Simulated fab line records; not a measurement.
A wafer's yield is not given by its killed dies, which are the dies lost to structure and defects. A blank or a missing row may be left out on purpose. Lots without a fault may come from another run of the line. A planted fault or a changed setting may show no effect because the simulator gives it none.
Which tool is to blame? + flow gf180mcu + 14 lots, 42 wafers sampled, at 3 steps of a route of 602

## WHAT THE GAUGES SHOWED, per wafer
GF_SALICIDE_RS_MEAS_04: a four-point-probe measurement.
| lot  | measured     | on            | SALICIDE_TIN_RS (ohm/sq) |
|------|--------------|---------------|--------------------------|
| L959 | day 15 10:55 | film_metro-04 | 16.20 16.09 16.44        |
| L961 | day 16 02:33 | film_metro-04 | 16.65 16.67 16.48        |
| L962 | day 16 06:19 | film_metro-04 | 16.38 16.26 16.63        |
| L963 | day 16 19:41 | film_metro-04 | 16.78 16.53 16.68        |
| L964 | day 17 01:43 | film_metro-01 | 15.96 16.53 16.67        |
| L966 | day 17 19:39 | film_metro-04 | 16.35 16.75 16.74        |
| L969 | day 18 20:54 | film_metro-03 | 16.09 16.45 16.09        |
| L970 | day 19 01:47 | film_metro-01 | 16.34 17.06 16.69        |
| L971 | day 19 10:56 | film_metro-01 | 16.06 16.10 16.15        |
| L972 | day 19 21:39 | film_metro-03 | 16.00 16.37 16.17        |
| L978 | day 22 01:29 | film_metro-04 | 16.62 16.38 16.60        |
| L979 | day 22 04:53 | film_metro-01 | 16.96 16.71 16.79        |
| L981 | day 23 10:01 | film_metro-01 | 16.34 16.40 16.07        |
| L982 | day 23 12:55 | film_metro-04 | 16.47 16.55 16.11        |

GF_CONTACT_OVL_MEAS_15.
| lot  | measured     | on         | CONTACT_OVL (nm) |
|------|--------------|------------|------------------|
| L959 | day 16 10:31 | overlay-01 | -9 0 -15         |
| L961 | day 17 02:39 | overlay-02 | -8 -1 -6         |
| L962 | day 17 06:00 | overlay-01 | -1 0 -1          |
| L963 | day 17 20:28 | overlay-01 | -21 -14 -8       |
| L964 | day 18 02:01 | overlay-02 | 9 6 -4           |
| L966 | day 18 20:43 | overlay-02 | 4 3 -3           |
| L969 | day 19 22:16 | overlay-02 | -1 12 4          |
| L970 | day 20 03:10 | overlay-01 | 7 3 5            |
| L971 | day 20 12:42 | overlay-02 | -12 -2 -17       |
| L972 | day 20 23:33 | overlay-02 | -10 -5 -7        |
| L978 | day 23 02:07 | overlay-02 | -8 -13 -10       |
| L979 | day 23 05:34 | overlay-02 | -11 0 -11        |
| L981 | day 24 09:24 | overlay-02 | -7 4 3           |
| L982 | day 24 11:19 | overlay-01 | -1 -16 -5        |

## TOOL THAT RAN EACH LOT (tool first, then ch and the chambers of the sampled wafers, then the start)
| lot  | GF_SALICIDE_RTA_08               |
|------|----------------------------------|
| L959 | rtp_anneal-02 ch 0, day 15 11:17 |
| L961 | rtp_anneal-02 ch 0, day 16 02:56 |
| L962 | rtp_anneal-01 ch 0, day 16 06:41 |
| L963 | rtp_anneal-01 ch 0, day 16 20:02 |
| L964 | rtp_anneal-02 ch 0, day 17 02:05 |
| L966 | rtp_anneal-01 ch 0, day 17 20:02 |
| L969 | rtp_anneal-02 ch 0, day 18 21:22 |
| L970 | rtp_anneal-02 ch 0, day 19 02:10 |
| L971 | rtp_anneal-01 ch 0, day 19 11:19 |
| L972 | rtp_anneal-01 ch 0, day 19 22:01 |
| L978 | rtp_anneal-02 ch 0, day 22 01:52 |
| L979 | rtp_anneal-02 ch 0, day 22 05:22 |
| L981 | rtp_anneal-02 ch 0, day 23 10:23 |
| L982 | rtp_anneal-01 ch 0, day 23 13:16 |
- GF_SALICIDE_RTA_08: time 30 s.

## WHAT THE TOOLS THEMSELVES READ (means of the sampled wafers that have a number; where no wafer has one, the mark that the record gives instead)
GF_SALICIDE_RTA_08.
| lot  | tool          | lamp_power_pct (%) | wafer_temp_C_max |
|------|---------------|--------------------|------------------|
| L959 | rtp_anneal-02 | 17.8               | 803.0            |
| L961 | rtp_anneal-02 | 17.8               | 802.9            |
| L962 | rtp_anneal-01 | 15.3               | 803.9            |
| L963 | rtp_anneal-01 | 15.3               | 803.9            |
| L964 | rtp_anneal-02 | 17.8               | 802.7            |
| L966 | rtp_anneal-01 | 15.3               | 804.1            |
| L969 | rtp_anneal-02 | 17.8               | 802.0            |
| L970 | rtp_anneal-02 | 17.9               | 802.8            |
| L971 | rtp_anneal-01 | 11.9               | 723.4            |
| L972 | rtp_anneal-01 | 11.9               | 723.7            |
| L978 | rtp_anneal-02 | 17.8               | 802.5            |
| L979 | rtp_anneal-02 | 17.8               | 802.9            |
| L981 | rtp_anneal-02 | 17.8               | 802.1            |
| L982 | rtp_anneal-01 | 15.3               | 804.5            |

## THE ANSWER, worked out from the rows above alone
Rule: the lots themselves supply what counts as usual. Put in order of their means at a reading, lots are off if they are a third of the lots or fewer, leave a main group of 4 or more, and stand apart from it by a gap of 3 or more times the standard deviation of the main group's means; of several such gaps the widest counts. The tables above print the reading to a certain number of digits; a main group whose means all agree to those digits is not used. Also off: a lot with no number at a reading for which 4 or more lots have one. Where the step has rows for the other lots, those lots are counted as sound. After the gauges, taken in route order, come the tools' own readings; for these a lot's mean is taken, as printed above. At the first step where some lot is off, the reading lying furthest off is the one used; lots without a number count as furthest.
Off, at GF_SALICIDE_RTA_08 on wafer_temp_C_max: L971, L972. For the main group the mean is 803.1 and the standard deviation 0.77.
A tool fits if, at that step or a process step before it, it ran every lot that is off, and no sound lot after the first of them. No candidate that was tried fits.

## WHAT THE SIMULATOR PUT IN
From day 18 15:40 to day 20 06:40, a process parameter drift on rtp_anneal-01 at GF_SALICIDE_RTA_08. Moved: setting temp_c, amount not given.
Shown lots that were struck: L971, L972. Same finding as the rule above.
